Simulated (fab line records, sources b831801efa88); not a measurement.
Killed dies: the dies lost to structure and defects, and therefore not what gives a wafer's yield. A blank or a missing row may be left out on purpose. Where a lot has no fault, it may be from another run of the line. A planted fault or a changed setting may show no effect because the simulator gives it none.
A lot that was struck, set against a sound lot | flow sky130 | 18 steps out of a route of 708
Sound: the wafers L156.1, L156.4, L156.6. Struck: wafers L161.2, L161.4 (left out: L161.1, a lot-mate that was not struck); the cause follows at the end.
At each step with rows: each side's tool, then ch and its chambers, then its first start. Under that, the readings that differ: sound wafers | struck wafers | difference of the means | sigmas: that difference in standard deviations of wafers without a fault.
alike: readings with means less than 2 such deviations apart, plus words and numbers identical on both sides. not compared: withheld readings, readings lacking a value on some wafer, bounds such as >300 that could conceal the same value, and numbers that have no deviation in the record and whose values overlap.
A row with sigmas, a row that says differs or no value, or rows on one side alone: a step with any of these is where the two part. When numbers do not overlap yet have no deviation, they are printed without sigmas and do not part them. A reading missing from all wafers of one side parts the sides only when that side holds two or more wafers.

first, 3 steps without rows for these wafers: SKY_VIA2_EXPOSE_09 (exposes mask VIM2, target cd 200 nm); SKY_VIA2_PEB_10; SKY_VIA2_DEVELOP_11 (develop time 60 s).
SKY_VIA2_CD_MEAS_12: target cd 200 nm.
  struck on cdSem-01, day 38 04:52; sound on cdSem-02, day 36 01:51
  alike: cdNm
SKY_VIA2_OVL_MEAS_13:
  struck on overlay-01, day 38 04:59; sound on overlay-02, day 36 01:58
  alike: VIA2_OVL
SKY_VIA2_ETCH_14: etches BARC in N2/H2, stops on SiO2, time 45.9 s, target depth 60 nm.
  sound on rieDiel-04 ch 0,1, day 36 02:01; struck on rieDiel-01 ch 0,1, day 38 05:01
reading             | sound             | struck      | difference | sigmas
oesProductAu (a.u.) | 0.857 0.858 0.858 | 0.851 0.842 | -0.011     | -2
  alike: drypumpMotorCurrentA, h2FlowSccm, throttleValvePct
  not compared: rfHoursCounterH
SKY_VIA2_ETCH_15: etches SiO2 in C4F8/O2/Ar, stops on TiN, target depth 546 nm, time 84 s.
  sound on rieDiel-04 ch 0,1, day 36 02:03; struck on rieDiel-01 ch 0,1, day 38 05:04
  alike: oesProductAu
  not compared: rfHoursCounterH
SKY_VIA2_STRIP_16: strips in O2/N2.
  sound on plasmaAsher-02 ch 0, day 36 02:07; struck on plasmaAsher-01 ch 0,1, day 38 05:07
  alike: drypumpMotorCurrentA, oesProductAu, stripTimeToEndpointS
  not compared: rfHoursCounterH
then, 3 steps without rows for these wafers: SKY_VIA2_STRIP_17 (strips in post etch residue remover, time 1200 s); SKY_VIA2_CLEAN_18 (cleans in IPA, time 180 s); SKY_VIA2_CLEAN_19 (cleans in O3/DIW).
SKY_VIA2_SPUTTER_20: material TiN, target thk 20 nm, time 80 s.
  struck on pvdSputter-04, day 38 05:43; sound on pvdSputter-02, day 36 02:43
  alike: chamberPressurePa, throttleValvePct
SKY_VIA2_CVD_21: deposits W, target thk 420 nm, time 126.4 s.
  sound on cvdW-01 ch 0,1, day 36 02:46; struck on cvdW-01 ch 1, day 38 05:47
reading                           | sound           | struck      | difference | sigmas
model.W_of_VIA2_CVD_21.thkNm (nm) | 418.3 416 416.7 | 161.6 159.3 | -256.6     | 
  alike: heaterPowerW
SKY_VIA2_RS_MEAS_22: a four-point-probe measurement.
  struck on filmMetro-04, day 38 05:55; sound on filmMetro-01, day 36 02:54
reading            | sound             | struck      | difference | sigmas
VIA2_W_RS (ohm/sq) | 0.275 0.276 0.275 | 0.718 0.730 | +0.449     | +99 or more
SKY_VIA2_THK_MEAS_23: measures by xrf.
  struck on filmMetro-04, day 38 06:02; sound on filmMetro-01, day 36 03:01
reading         | sound       | struck  | difference | sigmas
VIA2_W_THK (nm) | 409 404 406 | 160 158 | -247       | -36
SKY_VIA2_CMP_24: polishes, stops on SiO2, t overpolish 20 s, target thk 0 nm.
  sound on cmp-01 ch 0,3, day 36 03:10; struck on cmp-02 ch 0,1, day 38 06:08
reading             | sound      | struck | difference | sigmas
timeToEndpointS (s) | 106 106 99 | 45 43  | -60        | -10
  alike: motorCurrentA
SKY_METAL3_SPUTTER_00: material Ti, target thk 15 nm, time 10 s.
  struck on pvdSputter-03, day 38 06:23; sound on pvdSputter-01, day 36 03:28
  alike: chamberPressurePa, throttleValvePct
-- the record jumps here: 9 days lie between the struck wafers' starts before and after (it left off in module METAL3 and takes up again in module PAD_OPEN, whose first step shown is number 708 of the route) --
SKY_PAD_OPEN_PROBE_99:
  struck on prober-02, day 47 06:38; sound on prober-01, day 45 13:05
  alike: defectLimitedYield, killed_at_M0_to_M3, killed_at_M4_up, killedAtContacts, killedAtFrontEnd, killedAtOther, killedDies, killedOpen, killedShort, sort_bin_3_pad_short, sort_bin_5_function, sort_bin_6_memory, sortNPass, sortYieldPct

WHERE THEY PART
Earliest at SKY_VIA2_ETCH_14; latest, in this record, at SKY_VIA2_CMP_24. Later steps at which nothing parts them and some readings are alike: SKY_METAL3_SPUTTER_00, SKY_PAD_OPEN_PROBE_99.

WHY: what the simulator had put in
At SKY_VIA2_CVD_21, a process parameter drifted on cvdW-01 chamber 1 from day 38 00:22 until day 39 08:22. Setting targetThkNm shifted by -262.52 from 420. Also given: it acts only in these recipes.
